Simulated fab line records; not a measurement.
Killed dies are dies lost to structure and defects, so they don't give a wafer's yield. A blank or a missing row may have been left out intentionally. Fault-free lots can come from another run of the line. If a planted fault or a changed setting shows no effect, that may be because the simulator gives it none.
The tool behind it: which one? | flow sky130 | 15 lots with 45 wafers sampled at 4 steps, on a route of 708 steps

WHAT EACH GAUGE READ, for each wafer
SKY_VT_ADJUST_HVTP_CD_MEAS_07: the cd target is 380 nm.
lot  | measured     | on       | cdNm (nm)
L776 | day 6 06:46  | cdSem-02 | 379.6 381.1 378.9
L777 | day 6 13:05  | cdSem-01 | 380.5 381.6 382.5
L778 | day 6 16:48  | cdSem-02 | 379.8 382.5 380.4
L780 | day 7 07:58  | cdSem-02 | 379.6 378.5 380.6
L781 | day 7 13:45  | cdSem-02 | 378.6 378.3 380.4
L782 | day 7 20:35  | cdSem-02 | 378.2 378.3 377.5
L783 | day 8 04:32  | cdSem-02 | 380.5 380.4 379.9
L784 | day 8 19:19  | cdSem-01 | 379.7 380.7 380.4
L791 | day 10 17:08 | cdSem-01 | 383.1 379.2 381.3
L790 | day 10 18:05 | cdSem-02 | 383.0 382.5 383.8
L792 | day 10 23:25 | cdSem-01 | 378.6 377.7 381.3
L793 | day 11 00:44 | cdSem-02 | 385.6 382.1 385.5
L794 | day 11 04:31 | cdSem-01 | 380.5 380.4 381.4
L797 | day 12 01:08 | cdSem-02 | 379.5 383.4 382.1
L798 | day 12 12:41 | cdSem-02 | 376.6 378.0 379.6

SKY_LDD_HVN_TW_MEAS_10.
lot  | measured     | on           | LDD_HVN_TW
L776 | day 20 10:32 | filmMetro-01 | 1394 1387 1393
L777 | day 20 21:59 | filmMetro-01 | 1396 1397 1388
L778 | day 21 01:47 | filmMetro-04 | 1410 1410 1410
L780 | day 21 23:08 | filmMetro-02 | 1460 1453 1451
L781 | day 22 10:38 | filmMetro-04 | 1433 1426 1430
L782 | day 22 20:11 | filmMetro-02 | 1460 1466 1464
L783 | day 23 04:16 | filmMetro-04 | 1415 1417 1415
L784 | day 24 05:23 | filmMetro-02 | 1428 1436 1438
L791 | day 26 18:13 | filmMetro-01 | 1395 1400 1397
L790 | day 26 17:56 | filmMetro-04 | 1411 1417 1420
L792 | day 26 20:34 | filmMetro-01 | 1384 1396 1391
L793 | day 27 01:01 | filmMetro-04 | 1405 1413 1417
L794 | day 27 06:32 | filmMetro-02 | 1433 1435 1433
L797 | day 28 07:52 | filmMetro-04 | 1422 1417 1426
L798 | day 29 03:52 | filmMetro-02 | 1437 1445 1441

WHICH TOOL RAN EACH LOT (tool, then ch and the chambers of the sampled wafers, then the start)
lot  | SKY_NWELL_STRIP_25                  | SKY_LDD_N_EXPOSE_04
L776 | plasmaAsher-03 ch 0,1, day 5 13:14  | ilineStepper-01 ch 0, day 17 05:45
L777 | plasmaAsher-03 ch 0,1, day 5 19:25  | ilineStepper-02 ch 0, day 17 16:37
L778 | plasmaAsher-04 ch 0,1, day 5 22:32  | ilineStepper-01 ch 0, day 17 21:38
L780 | plasmaAsher-03 ch 0,1, day 6 12:37  | ilineStepper-02 ch 0, day 18 16:55
L781 | plasmaAsher-01 ch 0,1, day 6 17:52  | ilineStepper-01 ch 0, day 19 05:44
L782 | plasmaAsher-03 ch 0,1, day 7 00:42  | ilineStepper-02 ch 0, day 19 14:51
L783 | plasmaAsher-01 ch 0,1, day 7 09:07  | ilineStepper-02 ch 0, day 19 23:52
L784 | plasmaAsher-01 ch 0,1, day 7 22:31  | ilineStepper-01 ch 0, day 20 23:22
L791 | plasmaAsher-01 ch 0,1, day 9 18:40  | ilineStepper-01, day 23 15:16
L790 | plasmaAsher-01 ch 0,1, day 9 19:52  | ilineStepper-01, day 23 13:50
L792 | plasmaAsher-03 ch 0,1, day 10 00:04 | ilineStepper-02, day 23 17:16
L793 | plasmaAsher-01 ch 0,1, day 10 01:38 | ilineStepper-02 ch 0, day 23 23:08
L794 | plasmaAsher-01 ch 0,1, day 10 06:08 | ilineStepper-01 ch 0, day 24 03:42
L797 | plasmaAsher-01 ch 0,1, day 11 01:11 | ilineStepper-01 ch 0, day 25 07:04
L798 | plasmaAsher-03 ch 0,1, day 11 11:50 | ilineStepper-01 ch 0, day 26 02:26
- SKY_NWELL_STRIP_25: strips in O2/N2.
- SKY_LDD_N_EXPOSE_04: exposes mask NTM, target cd 840 nm.

WHAT THE TOOLS THEMSELVES READ (means of the sampled wafers that have a number; where no wafer has one, the mark that the record gives instead)
SKY_NWELL_STRIP_25.
lot  | tool           | drypumpMotorCurrentA (A) | oesProductAu (a.u.) | stripTimeToEndpointS (s)
L776 | plasmaAsher-03 | 5.9                      | 0.725               | 36.92
L777 | plasmaAsher-03 | 6.0                      | 0.724               | 36.91
L778 | plasmaAsher-04 | 5.3                      | 0.720               | 36.92
L780 | plasmaAsher-03 | 5.9                      | 0.724               | 36.86
L781 | plasmaAsher-01 | 5.4                      | 0.722               | 36.82
L782 | plasmaAsher-03 | 6.0                      | 0.723               | 36.99
L783 | plasmaAsher-01 | 5.3                      | 0.724               | 36.92
L784 | plasmaAsher-01 | 5.4                      | 0.726               | 36.96
L791 | plasmaAsher-01 | 5.6                      | 0.722               | 36.90
L790 | plasmaAsher-01 | 5.4                      | 0.722               | 36.88
L792 | plasmaAsher-03 | 5.9                      | 0.723               | 36.98
L793 | plasmaAsher-01 | 5.6                      | 0.724               | 36.85
L794 | plasmaAsher-01 | 5.6                      | 0.721               | 36.85
L797 | plasmaAsher-01 | 5.4                      | 0.720               | 36.84
L798 | plasmaAsher-03 | 5.9                      | 0.725               | 36.85

SKY_LDD_N_EXPOSE_04.
lot  | tool            | exposureDoseMJCm2 | focusOffsetNm (nm)
L776 | ilineStepper-01 | 110.07            | -0.2
L777 | ilineStepper-02 | 109.98            | -0.6
L778 | ilineStepper-01 | 109.98            | 0.6
L780 | ilineStepper-02 | 109.98            | 0.0
L781 | ilineStepper-01 | 110.02            | 0.3
L782 | ilineStepper-02 | 110.08            | 0.8
L783 | ilineStepper-02 | 110.08            | -0.6
L784 | ilineStepper-01 | 109.95            | 0.7
L791 | ilineStepper-01 | -                 | -
L790 | ilineStepper-01 | -                 | -
L792 | ilineStepper-02 | -                 | -
L793 | ilineStepper-02 | 109.91            | 0.3
L794 | ilineStepper-01 | 110.12            | 0.2
L797 | ilineStepper-01 | 110.04            | 0.2
L798 | ilineStepper-01 | 109.84            | -0.4

THE ANSWER, worked out from the rows above alone
Rule: what is usual is taken from the lots themselves. Put in order of their means at a reading, lots are off if they are a third of the lots or fewer, leave a main group of 4 or more, and stand apart from it by a gap of 3 or more times the standard deviation of the main group's means; of several such gaps the widest counts. If all means in a main group match to the digits the tables above print for the reading, that group is not used. A lot without any number at a reading at which 4 lots or more have one is off too. Any other lot the step has rows for is counted as sound. After the gauges, taken in route order, come the tools' own readings; for these a lot's mean is taken, as printed above. The first step at which some lot is off is used, and at that step the reading that is off furthest; a lot without a number counts as furthest.
Off: L791, L790, L792 (SKY_LDD_N_EXPOSE_04, exposureDoseMJCm2). Without a number there: L791, L790, L792. The main group has a mean of 110.00 with a standard deviation of 0.077.
A tool fits if, at that step or a process step before it, it ran every lot that is off, and no sound lot after the first of them. Of those tried, none fits.

WHAT THE SIMULATOR HAD PUT IN
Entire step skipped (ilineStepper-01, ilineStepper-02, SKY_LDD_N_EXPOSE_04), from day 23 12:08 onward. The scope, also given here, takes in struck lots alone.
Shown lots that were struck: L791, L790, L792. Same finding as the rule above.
